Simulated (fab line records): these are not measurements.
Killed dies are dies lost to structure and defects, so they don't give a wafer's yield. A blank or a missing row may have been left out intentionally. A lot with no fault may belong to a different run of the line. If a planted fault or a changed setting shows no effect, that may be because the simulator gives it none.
Which tool is to blame? / flow sky130 / Sampling: 14 lots, 40 wafers, 6 of 708 route steps

WHAT THE GAUGES READ, wafer by wafer
SKY_VIA1_OVL_MEAS_13. Usual: VIA1_OVL -1 nm, standard deviation 5.4.
lot=L923; measured=day 34 19:44; on=overlay-02; VIA1_OVL (nm)=-10 -3 -8; flag=
lot=L925; measured=day 35 17:56; on=overlay-01; VIA1_OVL (nm)=-4 0 -6; flag=
lot=L927; measured=day 36 12:39; on=overlay-02; VIA1_OVL (nm)=7 3 1; flag=
lot=L930; measured=day 36 23:14; on=overlay-02; VIA1_OVL (nm)=1 -8 -2; flag=
lot=L931; measured=day 37 15:55; on=overlay-02; VIA1_OVL (nm)=-2 4 -4; flag=
lot=L932; measured=day 37 21:18; on=overlay-01; VIA1_OVL (nm)=-2 3 -5; flag=
lot=L935; measured=day 39 03:02; on=overlay-02; VIA1_OVL (nm)=3 7 -6; flag=
lot=L938; measured=day 39 17:05; on=overlay-02; VIA1_OVL (nm)=1 -8 -7; flag=
lot=L939; measured=day 39 19:24; on=overlay-01; VIA1_OVL (nm)=0 0 -1; flag=
lot=L940; measured=day 39 21:47; on=overlay-02; VIA1_OVL (nm)=-4 -2 0; flag=
lot=L942; measured=day 40 06:46; on=overlay-01; VIA1_OVL (nm)=2 3 6; flag=
lot=L944; measured=day 41 03:37; on=overlay-01; VIA1_OVL (nm)=2; flag=
lot=L945; measured=day 41 06:59; on=overlay-01; VIA1_OVL (nm)=2 -1 5; flag=
lot=L946; measured=day 41 20:41; on=overlay-01; VIA1_OVL (nm)=-16 -5 -3; flag=

SKY_METAL2_RS_MEAS_05: the measuring method here is four-point-probe. Usual: METAL2_ALCU_RS 0.1275 ohm/sq, standard deviation 0.002.
lot=L923; measured=day 34 21:26; on=film-metro-03; METAL2_ALCU_RS (ohm/sq)=0.1312 0.1297 0.1295; flag=
lot=L925; measured=day 35 19:29; on=film-metro-03; METAL2_ALCU_RS (ohm/sq)=0.1294 0.1318 0.1290; flag=
lot=L927; measured=day 36 14:09; on=film-metro-02; METAL2_ALCU_RS (ohm/sq)=0.1288 0.1298 0.1292; flag=
lot=L930; measured=day 37 00:43; on=film-metro-04; METAL2_ALCU_RS (ohm/sq)=0.1261 0.1293 0.1274; flag=
lot=L931; measured=day 37 17:27; on=film-metro-02; METAL2_ALCU_RS (ohm/sq)=0.1280 0.1290 0.1290; flag=
lot=L932; measured=day 37 22:50; on=film-metro-02; METAL2_ALCU_RS (ohm/sq)=0.1277 0.1293 0.1277; flag=
lot=L935; measured=day 39 04:31; on=film-metro-03; METAL2_ALCU_RS (ohm/sq)=0.1260 0.1265 0.1260; flag=
lot=L938; measured=day 39 18:34; on=film-metro-02; METAL2_ALCU_RS (ohm/sq)=0.1251 0.1276 0.1252; flag=
lot=L939; measured=day 39 20:55; on=film-metro-04; METAL2_ALCU_RS (ohm/sq)=0.1296 0.1297 0.1287; flag=
lot=L940; measured=day 39 23:16; on=film-metro-03; METAL2_ALCU_RS (ohm/sq)=0.1276 0.1275 0.1275; flag=
lot=L942; measured=day 40 08:31; on=film-metro-04; METAL2_ALCU_RS (ohm/sq)=0.1265 0.0766 0.1273; flag=OFF
lot=L944; measured=day 41 05:11; on=film-metro-02; METAL2_ALCU_RS (ohm/sq)=0.0770; flag=OFF
lot=L945; measured=day 41 08:32; on=film-metro-03; METAL2_ALCU_RS (ohm/sq)=0.1260 0.1251 0.1236; flag=
lot=L946; measured=day 41 22:12; on=film-metro-03; METAL2_ALCU_RS (ohm/sq)=0.1263 0.1281 0.1273; flag=

SKY_METAL2_THK_MEAS_06: measures by xrf. Usual: METAL2_ALCU_THK 250 nm, standard deviation 4.1.
lot=L923; measured=day 34 21:33; on=film-metro-03; METAL2_ALCU_THK (nm)=242 246 245; flag=
lot=L925; measured=day 35 19:36; on=film-metro-03; METAL2_ALCU_THK (nm)=249 244 249; flag=
lot=L927; measured=day 36 14:16; on=film-metro-02; METAL2_ALCU_THK (nm)=248 247 248; flag=
lot=L930; measured=day 37 00:50; on=film-metro-04; METAL2_ALCU_THK (nm)=253 247 251; flag=
lot=L931; measured=day 37 17:34; on=film-metro-02; METAL2_ALCU_THK (nm)=249 246 247; flag=
lot=L932; measured=day 37 22:57; on=film-metro-02; METAL2_ALCU_THK (nm)=250 248 250; flag=
lot=L935; measured=day 39 04:38; on=film-metro-03; METAL2_ALCU_THK (nm)=254 251 255; flag=
lot=L938; measured=day 39 18:41; on=film-metro-02; METAL2_ALCU_THK (nm)=256 250 255; flag=
lot=L939; measured=day 39 21:01; on=film-metro-04; METAL2_ALCU_THK (nm)=244 244 249; flag=
lot=L940; measured=day 39 23:23; on=film-metro-03; METAL2_ALCU_THK (nm)=252 251 251; flag=
lot=L942; measured=day 40 08:37; on=film-metro-04; METAL2_ALCU_THK (nm)=254 413 252; flag=OFF
lot=L944; measured=day 41 05:16; on=film-metro-02; METAL2_ALCU_THK (nm)=411; flag=OFF
lot=L945; measured=day 41 08:39; on=film-metro-03; METAL2_ALCU_THK (nm)=254 253 257; flag=
lot=L946; measured=day 41 22:19; on=film-metro-03; METAL2_ALCU_THK (nm)=255 248 251; flag=

WHICH TOOL RAN EACH LOT (tool, then ch and the chambers of the sampled wafers, then the start)
lot=L923; SKY_METAL1_ETCH_18=rie-metal-03 ch 0,1, day 33 15:52; SKY_METAL2_SPUTTER_00=pvd-sputter-03, day 34 21:17; SKY_METAL2_SPUTTER_02=pvd-sputter-03, day 34 21:20
lot=L925; SKY_METAL1_ETCH_18=rie-metal-04 ch 0,1, day 34 13:13; SKY_METAL2_SPUTTER_00=pvd-sputter-03, day 35 19:20; SKY_METAL2_SPUTTER_02=pvd-sputter-03, day 35 19:23
lot=L927; SKY_METAL1_ETCH_18=rie-metal-03 ch 0,1, day 35 08:24; SKY_METAL2_SPUTTER_00=pvd-sputter-03, day 36 14:01; SKY_METAL2_SPUTTER_02=pvd-sputter-03, day 36 14:03
lot=L930; SKY_METAL1_ETCH_18=rie-metal-04 ch 0,1, day 35 18:29; SKY_METAL2_SPUTTER_00=pvd-sputter-01, day 37 00:35; SKY_METAL2_SPUTTER_02=pvd-sputter-01, day 37 00:38
lot=L931; SKY_METAL1_ETCH_18=rie-metal-04 ch 0,1, day 36 12:40; SKY_METAL2_SPUTTER_00=pvd-sputter-03, day 37 17:17; SKY_METAL2_SPUTTER_02=pvd-sputter-03, day 37 17:20
lot=L932; SKY_METAL1_ETCH_18=rie-metal-03 ch 0, day 36 17:08; SKY_METAL2_SPUTTER_00=pvd-sputter-01, day 37 22:41; SKY_METAL2_SPUTTER_02=pvd-sputter-01, day 37 22:44
lot=L935; SKY_METAL1_ETCH_18=rie-metal-01 ch 0,1, day 38 00:03; SKY_METAL2_SPUTTER_00=pvd-sputter-01, day 39 04:23; SKY_METAL2_SPUTTER_02=pvd-sputter-01, day 39 04:26
lot=L938; SKY_METAL1_ETCH_18=rie-metal-01 ch 0,1, day 38 14:49; SKY_METAL2_SPUTTER_00=pvd-sputter-03, day 39 18:26; SKY_METAL2_SPUTTER_02=pvd-sputter-03, day 39 18:29
lot=L939; SKY_METAL1_ETCH_18=rie-metal-04 ch 0,1, day 38 16:59; SKY_METAL2_SPUTTER_00=pvd-sputter-01, day 39 20:44; SKY_METAL2_SPUTTER_02=pvd-sputter-01, day 39 20:47
lot=L940; SKY_METAL1_ETCH_18=rie-metal-01 ch 1, day 38 19:04; SKY_METAL2_SPUTTER_00=pvd-sputter-01, day 39 23:08; SKY_METAL2_SPUTTER_02=pvd-sputter-01, day 39 23:11
lot=L942; SKY_METAL1_ETCH_18=rie-metal-03 ch 0,1, day 39 04:07; SKY_METAL2_SPUTTER_00=pvd-sputter-01, day 40 08:21; SKY_METAL2_SPUTTER_02=pvd-sputter-01, day 40 08:24
lot=L944; SKY_METAL1_ETCH_18=rie-metal-01 ch 0, day 40 01:04; SKY_METAL2_SPUTTER_00=pvd-sputter-01, day 41 04:59; SKY_METAL2_SPUTTER_02=pvd-sputter-01, day 41 05:01
lot=L945; SKY_METAL1_ETCH_18=rie-metal-03 ch 0, day 40 05:28; SKY_METAL2_SPUTTER_00=pvd-sputter-04, day 41 08:23; SKY_METAL2_SPUTTER_02=pvd-sputter-04, day 41 08:26
lot=L946; SKY_METAL1_ETCH_18=rie-metal-03 ch 0,1, day 40 18:10; SKY_METAL2_SPUTTER_00=pvd-sputter-03, day 41 22:04; SKY_METAL2_SPUTTER_02=pvd-sputter-03, day 41 22:07
- SKY_METAL1_ETCH_18: etches BARC in N2/H2, stops on SiO2, time 45.9 s, target depth 60 nm.
- SKY_METAL2_SPUTTER_00: material Ti, target thk 15 nm, time 10 s.
- SKY_METAL2_SPUTTER_02: material AlCu, target thk 250 nm, time 13.3 s.

AS READ BY THE TOOLS THEMSELVES (means over the sampled wafers that have a number; for cases with no such wafer, the mark the record gives instead)
SKY_METAL1_ETCH_18. Usual: drypump-motor-current-A 5.4 A, standard deviation 0.31; oes-product-au 0.855 a.u., standard deviation 0.0047; throttle-valve-pct 13.224 %, standard deviation 0.0093.
lot=L923; tool=rie-metal-03; drypump-motor-current-A (A)=5.4; oes-product-au (a.u.)=0.852; throttle-valve-pct (%)=13.228; flag=
lot=L925; tool=rie-metal-04; drypump-motor-current-A (A)=5.4; oes-product-au (a.u.)=0.855; throttle-valve-pct (%)=13.214; flag=
lot=L927; tool=rie-metal-03; drypump-motor-current-A (A)=5.2; oes-product-au (a.u.)=0.855; throttle-valve-pct (%)=13.232; flag=
lot=L930; tool=rie-metal-04; drypump-motor-current-A (A)=5.4; oes-product-au (a.u.)=0.853; throttle-valve-pct (%)=13.228; flag=
lot=L931; tool=rie-metal-04; drypump-motor-current-A (A)=5.4; oes-product-au (a.u.)=0.858; throttle-valve-pct (%)=13.225; flag=
lot=L932; tool=rie-metal-03; drypump-motor-current-A (A)=5.0; oes-product-au (a.u.)=0.853; throttle-valve-pct (%)=13.220; flag=
lot=L935; tool=rie-metal-01; drypump-motor-current-A (A)=5.5; oes-product-au (a.u.)=0.853; throttle-valve-pct (%)=13.218; flag=
lot=L938; tool=rie-metal-01; drypump-motor-current-A (A)=5.5; oes-product-au (a.u.)=0.853; throttle-valve-pct (%)=13.219; flag=
lot=L939; tool=rie-metal-04; drypump-motor-current-A (A)=5.6; oes-product-au (a.u.)=0.861; throttle-valve-pct (%)=13.216; flag=
lot=L940; tool=rie-metal-01; drypump-motor-current-A (A)=5.3; oes-product-au (a.u.)=0.856; throttle-valve-pct (%)=13.221; flag=
lot=L942; tool=rie-metal-03; drypump-motor-current-A (A)=5.3; oes-product-au (a.u.)=0.855; throttle-valve-pct (%)=13.225; flag=
lot=L944; tool=rie-metal-01; drypump-motor-current-A (A)=5.7; oes-product-au (a.u.)=0.858; throttle-valve-pct (%)=13.233; flag=
lot=L945; tool=rie-metal-03; drypump-motor-current-A (A)=5.1; oes-product-au (a.u.)=0.851; throttle-valve-pct (%)=13.232; flag=
lot=L946; tool=rie-metal-03; drypump-motor-current-A (A)=5.5; oes-product-au (a.u.)=0.852; throttle-valve-pct (%)=13.235; flag=

SKY_METAL2_SPUTTER_00. Usual: throttle-valve-pct 30.0 %, standard deviation 0.82.
lot=L923; tool=pvd-sputter-03; throttle-valve-pct (%)=29.2; flag=
lot=L925; tool=pvd-sputter-03; throttle-valve-pct (%)=29.2; flag=
lot=L927; tool=pvd-sputter-03; throttle-valve-pct (%)=29.3; flag=
lot=L930; tool=pvd-sputter-01; throttle-valve-pct (%)=30.6; flag=
lot=L931; tool=pvd-sputter-03; throttle-valve-pct (%)=28.9; flag=
lot=L932; tool=pvd-sputter-01; throttle-valve-pct (%)=30.6; flag=
lot=L935; tool=pvd-sputter-01; throttle-valve-pct (%)=31.3; flag=
lot=L938; tool=pvd-sputter-03; throttle-valve-pct (%)=29.4; flag=
lot=L939; tool=pvd-sputter-01; throttle-valve-pct (%)=31.3; flag=
lot=L940; tool=pvd-sputter-01; throttle-valve-pct (%)=31.4; flag=
lot=L942; tool=pvd-sputter-01; throttle-valve-pct (%)=31.2; flag=
lot=L944; tool=pvd-sputter-01; throttle-valve-pct (%)=31.1; flag=
lot=L945; tool=pvd-sputter-04; throttle-valve-pct (%)=30.1; flag=
lot=L946; tool=pvd-sputter-03; throttle-valve-pct (%)=29.3; flag=

SKY_METAL2_SPUTTER_02. Usual: throttle-valve-pct 30.0 %, standard deviation 0.84.
lot=L923; tool=pvd-sputter-03; throttle-valve-pct (%)=29.5; flag=
lot=L925; tool=pvd-sputter-03; throttle-valve-pct (%)=29.3; flag=
lot=L927; tool=pvd-sputter-03; throttle-valve-pct (%)=29.2; flag=
lot=L930; tool=pvd-sputter-01; throttle-valve-pct (%)=30.7; flag=
lot=L931; tool=pvd-sputter-03; throttle-valve-pct (%)=28.9; flag=
lot=L932; tool=pvd-sputter-01; throttle-valve-pct (%)=30.6; flag=
lot=L935; tool=pvd-sputter-01; throttle-valve-pct (%)=31.2; flag=
lot=L938; tool=pvd-sputter-03; throttle-valve-pct (%)=29.4; flag=
lot=L939; tool=pvd-sputter-01; throttle-valve-pct (%)=31.2; flag=
lot=L940; tool=pvd-sputter-01; throttle-valve-pct (%)=31.3; flag=
lot=L942; tool=pvd-sputter-01; throttle-valve-pct (%)=31.1; flag=
lot=L944; tool=pvd-sputter-01; throttle-valve-pct (%)=31.3; flag=
lot=L945; tool=pvd-sputter-04; throttle-valve-pct (%)=30.1; flag=
lot=L946; tool=pvd-sputter-03; throttle-valve-pct (%)=29.5; flag=

THE ANSWER, worked out from the rows above alone
Rule: lot off if the mean of its wafers having a number is beyond 3 standard deviations from the usual mean. A lot without any number at a reading at which 4 lots or more have one is off too. Any other lot the step has rows for is counted as sound. First the gauges in route order, then the tools' own readings, where a lot's mean is used as printed above. At the first step where some lot is off, the reading lying furthest off is the one used; lots without a number count as furthest.
Off: at SKY_METAL2_RS_MEAS_05 (METAL2_ALCU_RS), L942, L944.
A tool fits if, at a process step before that reading, it ran every lot that is off, and no sound lot after the first of them. Those tools and the gauges at SKY_METAL2_RS_MEAS_05 are tried in the same way. One fits: SKY_METAL2_SPUTTER_00 and SKY_METAL2_SPUTTER_02 on pvd-sputter-01. At SKY_METAL2_SPUTTER_00 its last sound lot is L940 (day 39 23:08), its first lot that is off L942 (day 40 08:21): a fault that began between those two fits.

WHAT HAD BEEN PUT IN BY THE SIMULATOR
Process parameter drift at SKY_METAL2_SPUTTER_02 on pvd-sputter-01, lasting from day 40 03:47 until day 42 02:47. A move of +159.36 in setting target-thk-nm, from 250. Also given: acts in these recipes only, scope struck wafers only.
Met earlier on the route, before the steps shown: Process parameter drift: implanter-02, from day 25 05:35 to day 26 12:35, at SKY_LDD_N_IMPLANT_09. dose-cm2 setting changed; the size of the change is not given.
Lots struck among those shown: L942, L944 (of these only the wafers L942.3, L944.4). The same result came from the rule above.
